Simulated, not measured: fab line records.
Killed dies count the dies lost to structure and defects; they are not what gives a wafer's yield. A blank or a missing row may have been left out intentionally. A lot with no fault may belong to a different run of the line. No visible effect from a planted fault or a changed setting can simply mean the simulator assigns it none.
A lot that was struck, set against a sound lot | flow sky130 | 17 out of 708 route steps
Sound: wafers L225.2, L225.3, L225.4. Struck: wafers L236.1, L236.3, L236.4. Last of all comes the cause.
Each step with rows lists, per side, the tool, then ch with its chambers, then its first start. Under that, the readings that differ: sound wafers | struck wafers | difference of the means | sigmas: that difference in standard deviations of wafers without a fault.
alike: words and numbers the same on both sides, and readings whose means are apart by under 2 such deviations; not compared: readings that were withheld, readings missing a value for some wafer, numbers with overlapping values and no deviation given by the record, and bounds like >300 which may hide the same value.
The two part at a step that has a row with sigmas, a row that says differs or no value, or rows on one side only. Non-overlapping numbers with no deviation appear without sigmas and do not part them. Lack of a reading on every wafer of one side parts them only where that side has two or more wafers.

first, 5 steps without rows for these wafers: SKY_SD_N_COAT_02 (resist thk 1140 nm); SKY_SD_N_SOFTBAKE_03 (time 60 s); SKY_SD_N_EXPOSE_04 (exposes mask NSDM, target cd 380 nm); SKY_SD_N_PEB_05; SKY_SD_N_DEVELOP_06 (develop time 60 s).
SKY_SD_N_CD_MEAS_07: the cd target is 380 nm.
  sound on cdSem-02, day 29 11:46; struck on cdSem-02, day 32 16:26
  alike: cdNm
SKY_SD_N_OVL_MEAS_08:
  sound on overlay-01, day 29 11:52; struck on overlay-01, day 32 16:34
  alike: SD_N_OVL
then, 2 steps without rows for these wafers: SKY_SD_N_IMPLANT_09; SKY_SD_N_IMPLANT_10.
SKY_SD_N_STRIP_11: strips in O2/N2.
  sound on plasmaAsher-04 ch 0,1, day 29 12:12; struck on plasmaAsher-04 ch 0,1, day 32 16:53
  alike: drypumpMotorCurrentA, n2FlowSccm, oesProductAu, stripTimeToEndpointS
  not compared: rfHoursCounterH
SKY_SD_N_TW_MEAS_12:
  sound on filmMetro-01, day 29 12:19; struck on filmMetro-03, day 32 16:59
  alike: SD_N_TW
then, 1 step without rows for these wafers: SKY_SD_N_CLEAN_13 (cleans in SC1/SC2, time 150 s).
SKY_SD_N_RTA_14: time 2 s.
  sound on rtpAnneal-01 ch 0, day 29 12:26; struck on rtpAnneal-02 ch 0, day 32 17:06
  alike: lampPowerPct, wafer_temp_C_max
SKY_SD_N_RS_MEAS_16: the measuring method here is four-point-probe.
  sound on filmMetro-02, day 29 12:37; struck on filmMetro-01, day 32 17:17
reading          | sound             | struck            | difference | sigmas
SD_N_RS (ohm/sq) | 68.40 68.49 68.34 | 71.29 71.30 71.28 | +2.88      | +22
SKY_SD_N_RS_MEAS_17: the measuring method here is four-point-probe.
  sound on filmMetro-02, day 29 12:44; struck on filmMetro-01, day 32 17:24
reading          | sound             | struck            | difference | sigmas
SD_P_RS (ohm/sq) | 147.6 147.4 147.2 | 163.3 163.3 163.2 | +15.9      | +37
SKY_SD_N_RS_MEAS_18: the measuring method here is four-point-probe.
  sound on filmMetro-02, day 29 12:51; struck on filmMetro-01, day 32 17:31
  alike: RES_XHIGH_RS
-- the record jumps here: 16 days lie between the struck wafers' starts before and after (it left off in module SD_N and takes up again in module PAD_OPEN, whose first step shown is number 708 of the route) --
SKY_PAD_OPEN_PROBE_99:
  sound on prober-02, day 46 19:25; struck on prober-02, day 49 02:14
reading                                     | sound             | struck            | difference | sigmas
model.etest.resXhighPo.lineOhmUm            | 5817 5977 5894    | 7090 7011 7270    | +1228      | 
model.etest.resXhighPo.rsOhmSqRimLessCentre | 115.4 139.6 149.5 | 609.9 614.7 648.2 | +489.4     | 
model.etest.resXhighPo.rsOhmSqRange         | 137.6 153 170.7   | 662.1 662.4 702.8 | +522.0     | 
model.etest.resXhighPo.rsOhmSq              | 2028 2110 2044    | 2487 2454 2566    | +442       | 
model.etest.pfet_01v8.rOnOhmUm              | 2869 2869 2805    | 3211 3193 3178    | +346       | 
model.etest.resPdiff.lineOhmUm              | 1416 1401 1390    | 1544 1489 1527    | +118       | 
model.etest.tipP.rsOhmSq                    | 6843 6870 6834    | 7067 6994 7005    | +173       | 
model.etest.tipP.rsOhmSqRimLessCentre       | 26.2 108.8 10.04  | 207.6 213.2 226.5 | +167.4     | 
  alike: killed_at_M0_to_M3, killed_at_M4_up, killedAtContacts, killedAtFrontEnd, killedAtOther, killedDies, killedOpen, killedShort

## WHERE THEY PART
Earliest at SKY_SD_N_RS_MEAS_16; latest, in this record, at SKY_SD_N_RS_MEAS_17. Later steps at which nothing parts them and some readings are alike: SKY_SD_N_RS_MEAS_18, SKY_PAD_OPEN_PROBE_99.

WHY: what the simulator had put in
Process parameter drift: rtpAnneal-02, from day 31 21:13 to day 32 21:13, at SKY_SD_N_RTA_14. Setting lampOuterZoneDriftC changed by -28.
